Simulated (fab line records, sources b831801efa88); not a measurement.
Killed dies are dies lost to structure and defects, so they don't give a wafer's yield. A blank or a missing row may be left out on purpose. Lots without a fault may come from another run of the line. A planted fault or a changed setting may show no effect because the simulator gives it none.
Chamber matching | flow sky130 | SKY_CONTACT_ETCH_16 on rie_diel-04: 4 sister chambers
The step etches BARC in N2/H2, stops on SiO2, time 45.9 s, target depth 60 nm. 8 wafers are shown with their chamber, then 12 later ones without.

WAFERS WITH THEIR CHAMBER
wafer  | chamber | drypump_motor_current_A (A) | rf_fwd_power_W (W)
L079.2 | 1       | 5.6                         | 493.5
L084.2 | 1       | 5.5                         | 493.9
L088.1 | 0       | 6.5                         | 493.6
L088.3 | 3       | 5.8                         | 494.7
L088.6 | 0       | 6.5                         | 495.1
L090.1 | 2       | 5.9                         | 495.1
L090.2 | 3       | 5.8                         | 495.0
L090.6 | 2       | 6.0                         | 495.9

WAFERS WITHOUT THEIR CHAMBER
wafer  | drypump_motor_current_A (A) | rf_fwd_power_W (W)
L093.1 | 5.5                         | 492.0
L093.4 | 5.8                         | 494.2
L093.6 | 5.8                         | 495.5
L095.1 | 5.8                         | 497.3
L095.3 | 6.5                         | 497.1
L095.6 | 5.8                         | 495.0
L096.1 | 5.5                         | 493.8
L096.2 | 6.0                         | 494.0
L096.5 | 5.8                         | 495.1
L097.3 | 5.8                         | 490.9
L097.5 | 6.5                         | 498.1
L097.6 | 5.8                         | 495.0

WHICH CHAMBER EACH WENT THROUGH
wafer  | from the rows above          | in truth
L093.1 | 1                            | 1
L093.4 | 3                            | 3
L093.6 | can't be placed: 3 or 2      | 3
L095.1 | can't be placed: 3 or 2      | 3
L095.3 | 0                            | 0
L095.6 | 3                            | 3
L096.1 | 1                            | 1
L096.2 | can't be placed: 2 or 3      | 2
L096.5 | 3                            | 3
L097.3 | can't be placed: 3 or 1 or 2 | 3
L097.5 | 0                            | 0
L097.6 | 3                            | 3
Placed correctly: 8 of 12. Can't be placed from these rows: 4 (the true chamber is among the candidates in 4). Placed wrongly: 0.
How it was worked out, from the rows above alone: a wafer's distance from a chamber is the root of the sum, over the readings, of the square of ((its reading less the chamber's mean) divided by the reading's scatter). The wafer belongs to the nearest chamber; if the next one is less than 2 further off, it can't be placed. A chamber's mean is the mean of its shown wafers. The scatter: the root of (the sum of the squares of (reading less its chamber's mean) over the shown wafers, divided by (wafers less chambers)).
